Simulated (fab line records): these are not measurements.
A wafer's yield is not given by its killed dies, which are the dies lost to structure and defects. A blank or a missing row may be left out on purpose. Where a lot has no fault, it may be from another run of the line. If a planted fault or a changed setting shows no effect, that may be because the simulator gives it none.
A single fault, viewed from 2 desks | flow gf180mcu | every desk sees just its own numbers, and what lay behind them comes last

DESK OF THE TOOL OWNER: pvdSputter-02
At GF_M2_SPUTTER_01 (material TiN, target thk 30 nm, time 25 s) the tool's own readings: per lot run on this tool, the mean of the sampled wafers that have a number. Marked OUT: a lot whose mean sits more than 4 standard deviations from the usual mean, which makes it out of limits; the brackets give that distance.
Columns: A = cathodeDcPowerW at GF_M2_SPUTTER_01, usual 6499.9 W; B = throttleValvePct at GF_M2_SPUTTER_01, usual 29.9 %
lot  | first seen here | A                        | B
L470 | day 20 19:05    | 6499.9                   | 30.0
L476 | day 22 22:26    | 5073.0 (-99 or more) OUT | 30.1
L478 | day 23 16:32    | 6025.3 (-99 or more) OUT | 30.0
This desk's verdict: out of limits on L476, L478, starting with L476 at day 22 22:26 (cathodeDcPowerW at GF_M2_SPUTTER_01). In limits: L470.

AT THE METROLOGY DESK
Lot by lot, what the gauges showed, no matter which tool ran the lot: averages of those sampled wafers that carry a number. Marked OUT: a lot whose mean sits more than 4 standard deviations from the usual mean, which makes it out of limits; the brackets give that distance.
Columns: A = V1_W_RS at GF_V1_RS_MEAS_24, usual 0.326 ohm/sq; B = V1_W_THK at GF_V1_THK_MEAS_25, usual 344 nm
lot  | first seen here | A     | B
L467 | day 19 11:36    | 0.330 | 340
L470 | day 20 18:24    | 0.322 | 345
L476 | day 22 21:51    | 0.323 | 346
L478 | day 23 15:57    | 0.327 | 347
L484 | day 25 10:28    | 0.334 | 337
L487 | day 26 10:51    | 0.327 | 341
Result from this desk: across the 6 lots, nothing is out of limits.

TAKEN TOGETHER
The tool owner's desk could have raised an alarm at day 22 22:26, on L476, L478.
The metrology desk saw nothing out of limits.
The metrology desk has L476, L478 on record, within its limits.
The lots listed all ran GF_M2_SPUTTER_01 on pvdSputter-02.

WHAT HAD BEEN PUT IN BY THE SIMULATOR
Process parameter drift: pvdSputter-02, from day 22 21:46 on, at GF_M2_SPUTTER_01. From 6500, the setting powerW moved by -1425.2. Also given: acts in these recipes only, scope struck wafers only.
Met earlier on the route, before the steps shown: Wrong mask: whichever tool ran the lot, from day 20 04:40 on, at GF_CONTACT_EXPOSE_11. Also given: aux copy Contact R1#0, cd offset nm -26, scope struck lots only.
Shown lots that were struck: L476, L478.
Time in hours from fault onset to the first out-of-limits reading at each desk: the tool owner's desk, 1.
